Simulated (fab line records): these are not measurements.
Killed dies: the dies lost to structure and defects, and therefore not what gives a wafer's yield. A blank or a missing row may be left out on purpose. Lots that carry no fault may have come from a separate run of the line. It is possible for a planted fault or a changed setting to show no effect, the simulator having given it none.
Matching of chambers + flow gf180mcu + GF_STI_CMP_25 on cmp-01: 4 sister chambers
The step polishes, stops on Si3N4, t overpolish 33 s, target thk 524.6 nm. 16 wafers are shown with their chamber, then 8 later ones without.

== WAFERS WITH THEIR CHAMBER ==
| wafer  | chamber | motor-current-A (A) | overpolish-run-s (s) | time-to-endpoint-s (s) |
|--------|---------|---------------------|----------------------|------------------------|
| L633.1 | 0       | 12.3                | 32.990               | 131                    |
| L633.2 | 3       | 10.8                | 33.021               | 125                    |
| L633.6 | 3       | 11.3                | 32.998               | 122                    |
| L638.2 | 3       | 11.0                | 33.015               | 128                    |
| L638.4 | 0       | 13.6                | 33.005               | 132                    |
| L638.6 | 2       | 10.2                | 33.004               | 134                    |
| L641.1 | 1       | 9.9                 | 32.999               | 128                    |
| L641.3 | 0       | 13.1                | 32.998               | 122                    |
| L641.5 | 0       | 13.1                | 33.006               | 122                    |
| L644.1 | 1       | 9.6                 | 33.004               | 124                    |
| L644.4 | 0       | 13.1                | 32.996               | 119                    |
| L644.6 | 2       | 10.2                | 32.988               | 117                    |
| L646.1 | 1       | 10.1                | 33.007               | 122                    |
| L646.2 | 3       | 10.2                | 32.990               | 113                    |
| L646.3 | 0       | 12.7                | 33.006               | 124                    |
| L649.2 | 0       | 12.5                | 32.989               | 116                    |

SIGNATURES (averages over the wafers above)
| reading            | chamber 0 | chamber 1 | chamber 2 | chamber 3 | scatter within a chamber |
|--------------------|-----------|-----------|-----------|-----------|--------------------------|
| motor-current-A    | 12.914    | 9.867     | 10.200    | 10.825    | 0.402                    |
| overpolish-run-s   | 32.99857  | 33.00333  | 32.99600  | 33.00600  | 0.00962                  |
| time-to-endpoint-s | 123.71    | 124.67    | 125.50    | 122.00    | 6.45                     |
Rule: for a wafer and a chamber, the distance is found by dividing, reading by reading, the gap between the wafer's reading and the chamber's mean by the reading's scatter, squaring, summing and taking the root. If the next closest chamber is less than 2 further off than the closest, the wafer can't be placed; otherwise it belongs to the closest. The scatter: take each reading less its chamber's mean, square it, sum over the shown wafers, divide by the number of wafers less the number of chambers, and take the root.

== WAFERS WITHOUT THEIR CHAMBER ==
| wafer  | motor-current-A (A) | overpolish-run-s (s) | time-to-endpoint-s (s) |
|--------|---------------------|----------------------|------------------------|
| L649.3 | 10.3                | 33.006               | 118                    |
| L649.6 | 13.5                | 33.002               | 120                    |
| L654.1 | 10.2                | 32.993               | 116                    |
| L654.2 | 9.9                 | 33.002               | 121                    |
| L654.3 | 10.9                | 32.993               | 113                    |
| L655.2 | 13.0                | 32.998               | 124                    |
| L655.4 | 10.4                | 33.006               | 122                    |
| L655.5 | 9.8                 | 32.987               | 129                    |

== WHICH CHAMBER EACH WENT THROUGH ==
| wafer  | from the rows above          | in truth |
|--------|------------------------------|----------|
| L649.3 | can't be placed: 3 or 1 or 2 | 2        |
| L649.6 | 0                            | 0        |
| L654.1 | can't be placed: 2 or 1 or 3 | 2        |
| L654.2 | can't be placed: 1 or 2 or 3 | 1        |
| L654.3 | can't be placed: 3 or 2 or 1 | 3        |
| L655.2 | 0                            | 0        |
| L655.4 | can't be placed: 3 or 2 or 1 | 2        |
| L655.5 | can't be placed: 2 or 1 or 3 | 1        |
Correct placement for 2 of the 8. Unplaceable from these rows: 6, with the true chamber sitting among the candidates in 6. Wrongly placed: 0.
